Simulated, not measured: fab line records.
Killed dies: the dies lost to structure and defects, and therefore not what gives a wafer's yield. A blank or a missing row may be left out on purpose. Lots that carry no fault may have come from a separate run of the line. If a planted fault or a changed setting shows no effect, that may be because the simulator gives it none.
A lot that was struck, set against a sound lot	flow sky130	22 out of 708 route steps
Sound: these wafers, L423.1, L423.2, L423.4. The struck wafers were L434.2, L434.3, L434.4. The cause is given at the end.
Order at every step that has rows: each side's tool, ch and its chambers, its first start. Under that, the readings that differ: sound wafers	struck wafers	difference of the means	sigmas: that difference in standard deviations of wafers without a fault.
alike: same words and numbers on both sides, and readings whose means sit less than 2 such deviations apart. not compared: any withheld reading, any reading some wafer has no value for, any bound like >300 that may hide the same value, and any number with overlapping values for which the record gives no deviation.
A row with sigmas, a row that says differs or no value, or rows on one side alone: a step with any of these is where the two part. When numbers do not overlap yet have no deviation, they are printed without sigmas and do not part them. Lack of a reading on every wafer of one side parts them only where that side has two or more wafers.

SKY_POLY_GATE_THK_MEAS_21:
  struck on film-metro-04, day 22 02:05; sound on film-metro-01, day 18 01:52
  alike: POLY_GATE_OXIDATION_THK
SKY_POLY_GATE_CD_MEAS_22:
  struck on cd-sem-01, day 22 02:10; sound on cd-sem-02, day 18 01:56
  alike: cd-nm
then, 7 steps without rows for these wafers: SKY_LDD_N_DEHYDRATE_00 (time 60 s); SKY_LDD_N_HMDS_01 (prime time 60 s); SKY_LDD_N_COAT_02 (resist thk 300 nm); SKY_LDD_N_SOFTBAKE_03 (time 60 s); SKY_LDD_N_EXPOSE_04 (exposes mask NTM, target cd 840 nm); SKY_LDD_N_PEB_05; SKY_LDD_N_DEVELOP_06 (develop time 60 s).
SKY_LDD_N_OVL_MEAS_07:
  struck on overlay-02, day 23 07:59; sound on overlay-02, day 19 08:23
  alike: LDD_N_OVL
then, 2 steps without rows for these wafers: SKY_LDD_N_IMPLANT_08; SKY_LDD_N_IMPLANT_09.
SKY_LDD_N_IMPLANT_10:
  sound on implanter-01 ch 0, day 19 08:43; struck on implanter-04 ch 0, day 23 08:20
reading	sound	struck	difference	sigmas
beam-on-s (s)	10.09 10.16 9.63	43.33 43.49 42.41	+33.12	+99 or more
dose-ions-cm2	7.497e+13 7.497e+13 7.493e+13	4.2271e+14 4.2286e+14 4.2284e+14	+3.4785e+14	+99 or more
faraday-current-uA	417 416 437	548 548 559	+128	+15
  alike: beam-energy-keV
then, 5 steps without rows for these wafers: SKY_LDD_N_IMPLANT_11; SKY_LDD_N_IMPLANT_12; SKY_LDD_N_IMPLANT_13; SKY_LDD_N_IMPLANT_14; SKY_LDD_N_IMPLANT_15.
SKY_LDD_N_STRIP_16: strips in O2/N2.
  sound on plasma-asher-01 ch 0,1, day 19 09:37; struck on plasma-asher-02 ch 0,1, day 23 09:13
reading	sound	struck	difference	sigmas
strip-time-to-endpoint-s (s)	4.313 4.326 4.304	5.160 5.169 5.151	+0.846	+53
  alike: drypump-motor-current-A, oes-product-au
  not compared: rf-hours-counter-h
SKY_LDD_N_TW_MEAS_17:
  struck on film-metro-04, day 23 09:20; sound on film-metro-02, day 19 09:43
reading	sound	struck	difference	sigmas
LDD_N_TW	2612 2601 2645	2921 2909 2892	+288	+9
then, 1 step without rows for these wafers: SKY_LDD_P_DEHYDRATE_00 (time 60 s).
-- the record jumps here: 26 days lie between the struck wafers' starts before and after (it left off in module LDD_P and takes up again in module PAD_OPEN, whose first step shown is number 708 of the route) --
SKY_PAD_OPEN_PROBE_99:
  struck on prober-02, day 49 04:37; sound on prober-01, day 46 17:43
reading	sound	struck	difference	sigmas
model.etest.tip-n.rs-ohm-sq	448.7 446 445	298.4 300.6 298.5	-147.4	
model.etest.nfet_01v8.r-on-ohm-um	869.1 894 880.8	820.6 799 818.1	-68.7	
model.etest.nfet_01v8_turned.drive-ua-um	478.7 461.9 471.8	515.5 520 505.9	+43.0	
model.etest.nfet_01v8_swapped.drive-ua-um	476 460.4 468.4	518.5 518.3 509.2	+47.1	
model.etest.nfet_01v8_lvt.drive-ua-um	544 527.4 542.5	580 584.9 574.1	+42	
model.etest.nfet_01v8.drive-ua-um	476.5 461.2 469.3	503.4 508.1 501.8	+35.4	
model.etest.sram-nfet-pass.drive-ua-um	456.1 433 444.2	493.9 489.5 477.6	+42.6	
model.etest.tip-n.rs-ohm-sq-range	10.4 9.201 12.64	7.076 8.349 6.841	-3.325	
  alike: killed_at_M0_to_M3, killed_at_M4_up, killed-at-contacts, killed-at-front-end, killed-at-other, killed-dies, killed-open, killed-short

WHERE THEY PART
Earliest at SKY_LDD_N_IMPLANT_10; latest, in this record, at SKY_LDD_N_TW_MEAS_17. Later steps at which nothing parts them and some readings are alike: SKY_PAD_OPEN_PROBE_99.

WHY: the cause the simulator had injected
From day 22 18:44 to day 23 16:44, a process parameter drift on implanter-04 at SKY_LDD_N_IMPLANT_10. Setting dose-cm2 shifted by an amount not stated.
